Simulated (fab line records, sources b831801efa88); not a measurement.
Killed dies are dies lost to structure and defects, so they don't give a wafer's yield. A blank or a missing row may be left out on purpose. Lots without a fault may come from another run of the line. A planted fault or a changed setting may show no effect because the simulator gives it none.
A struck lot beside a sound one | flow sky130 | 34 steps out of a route of 708
Sound: wafers L215.4, L215.5, L215.6. Struck: wafer L222.3. (L222.6 of the same lot was not struck and is left out.) The cause comes at the end.
At each step with rows: each side's tool, then ch and its chambers, then its first start. Under that, the readings that differ: sound wafers | struck wafers | difference of the means | sigmas: that difference in standard deviations of wafers without a fault.
alike: readings whose means differ by less than 2 such deviations, and words and numbers that are the same on both sides. not compared: withheld readings, readings that some wafer has no value for, bounds like >300 that may hide the same value, and numbers for which the record gives no deviation and whose values overlap.
The two part at a step that has a row with sigmas, a row that says differs or no value, or rows on one side only. Numbers that don't overlap but have no deviation are shown without sigmas and don't part them. A reading that every wafer of one side lacks parts them only if that side has two wafers or more.

first, 4 steps without rows for these wafers: SKY_METAL5_SOFTBAKE_10 (time 60 s); SKY_METAL5_EXPOSE_11 (exposes mask MM5, target cd 1600 nm); SKY_METAL5_PEB_12; SKY_METAL5_DEVELOP_13 (develop time 60 s).
SKY_METAL5_DESCUM_14: chemistry O2, time 11 s.
  sound on rie_metal-02 ch 0,1, day 43 21:17; struck on rie_metal-02 ch 1, day 46 13:05
  alike: drypump_motor_current_A, oes_product_au
  not compared: rf_hours_counter_h
then, 5 steps without rows for these wafers: SKY_METAL5_METAL_ETCH_15 (etches the open film in Cl2/BCl3, stops on SiO2, target depth 1260 nm, time 252 s); SKY_METAL5_STRIP_16 (strips in O2/N2); SKY_METAL5_STRIP_17 (strips in post etch residue remover, time 1200 s); SKY_METAL5_CLEAN_18 (cleans in IPA, time 180 s); SKY_METAL5_CLEAN_19 (cleans in O3/DIW).
SKY_PASSIVATION_CVD_00: deposits SiO2, target thk 90 nm.
  sound on pecvd-02 ch 0,1,2, day 43 22:26; struck on pecvd-03 ch 2, day 46 13:56
  alike: heater_power_w
SKY_PASSIVATION_THK_MEAS_01:
  sound on film_metro-01, day 43 22:28; struck on film_metro-01, day 46 13:58
  reading                     | sound          | struck | difference | sigmas
  PASSIVATION_CVD_00_THK (nm) | 91.0 90.4 91.4 | 88.5   | -2.4       | -2
SKY_PASSIVATION_CVD_02: deposits Si3N4, target thk 540 nm.
  sound on pecvd-03 ch 0,1,2, day 43 22:37; struck on pecvd-02 ch 0, day 46 14:01
  reading                                       | sound             | struck | difference | sigmas
  model.Si3N4_of_PASSIVATION_CVD_02.thk_nm (nm) | 539.1 543.3 542.7 | 718.2  | +176.5     |
  alike: heater_power_w
SKY_PASSIVATION_THK_MEAS_03:
  sound on film_metro-02, day 43 22:45; struck on film_metro-03, day 46 14:15
  reading                     | sound       | struck | difference | sigmas
  PASSIVATION_CVD_02_THK (nm) | 539 543 543 | 718    | +176       | +26
then, 7 steps without rows for these wafers: SKY_PASSIVATION_DEHYDRATE_04 (time 60 s); SKY_PASSIVATION_HMDS_05 (prime time 60 s); SKY_PASSIVATION_COAT_06 (resist thk 3000 nm); SKY_PASSIVATION_SOFTBAKE_07; SKY_PASSIVATION_EXPOSE_08 (exposes mask NSM, target cd 3000 nm); SKY_PASSIVATION_PEB_09; SKY_PASSIVATION_DEVELOP_10 (develop time 60 s).
SKY_PASSIVATION_ETCH_11: etches the open film in CF4/O2, stops on AlCu, target depth 725 nm, time 161.1 s.
  sound on rie_diel-02 ch 0,2,3, day 44 20:45; struck on rie_diel-02 ch 0, day 47 10:37
  reading                | sound             | struck | difference                   | sigmas
  rf_hours_counter_h (h) | - - -             | 16     | no value on the sound wafers |
  throttle_valve_pct (%) | 5.955 5.950 5.957 | 5.979  | +0.025                       | +3
  alike: drypump_motor_current_A, oes_product_au
SKY_PASSIVATION_STRIP_12: strips in O2/N2.
  sound on plasma_asher-02 ch 0,1, day 44 20:50; struck on plasma_asher-03 ch 1, day 47 10:46
  alike: drypump_motor_current_A, n2_flow_sccm, oes_product_au, strip_time_to_endpoint_s
  not compared: rf_hours_counter_h
then, 7 steps without rows for these wafers: SKY_PAD_OPEN_DEHYDRATE_00 (time 60 s); SKY_PAD_OPEN_HMDS_01 (prime time 60 s); SKY_PAD_OPEN_COAT_02 (resist thk 3000 nm); SKY_PAD_OPEN_SOFTBAKE_03; SKY_PAD_OPEN_EXPOSE_04 (exposes mask PDM, target cd 60000 nm); SKY_PAD_OPEN_PEB_05; SKY_PAD_OPEN_DEVELOP_06 (develop time 60 s).
SKY_PAD_OPEN_ETCH_07: etches the open film in CF4/O2, stops on AlCu, target depth 725 nm, time 161.1 s.
  sound on rie_diel-03 ch 0,3, day 45 17:18; struck on rie_diel-03 ch 1, day 48 06:37
  alike: drypump_motor_current_A, oes_product_au, throttle_valve_pct
  not compared: rf_hours_counter_h
then, 1 step without rows for these wafers: SKY_PAD_OPEN_STRIP_08 (strips in O2/N2).
SKY_PAD_OPEN_STRIP_09: strips in post etch residue remover, time 1200 s.
  sound on wet_bench-02 ch 3, day 45 17:31; struck on wet_bench-04 ch 3, day 48 06:49
  reading                                       | sound             | struck | difference | sigmas
  model.Si3N4_of_PASSIVATION_CVD_02.thk_nm (nm) | 538.8 542.9 542.4 | 717.9  | +176.5     |
then, 1 step without rows for these wafers: SKY_PAD_OPEN_CLEAN_10 (cleans in IPA, time 180 s).

WHERE THEY PART
First at SKY_PASSIVATION_THK_MEAS_01; last, within this record, at SKY_PASSIVATION_ETCH_11. Later steps at which nothing parts them and some readings are alike: SKY_PASSIVATION_STRIP_12, SKY_PAD_OPEN_ETCH_07.

WHY: what the simulator had put in
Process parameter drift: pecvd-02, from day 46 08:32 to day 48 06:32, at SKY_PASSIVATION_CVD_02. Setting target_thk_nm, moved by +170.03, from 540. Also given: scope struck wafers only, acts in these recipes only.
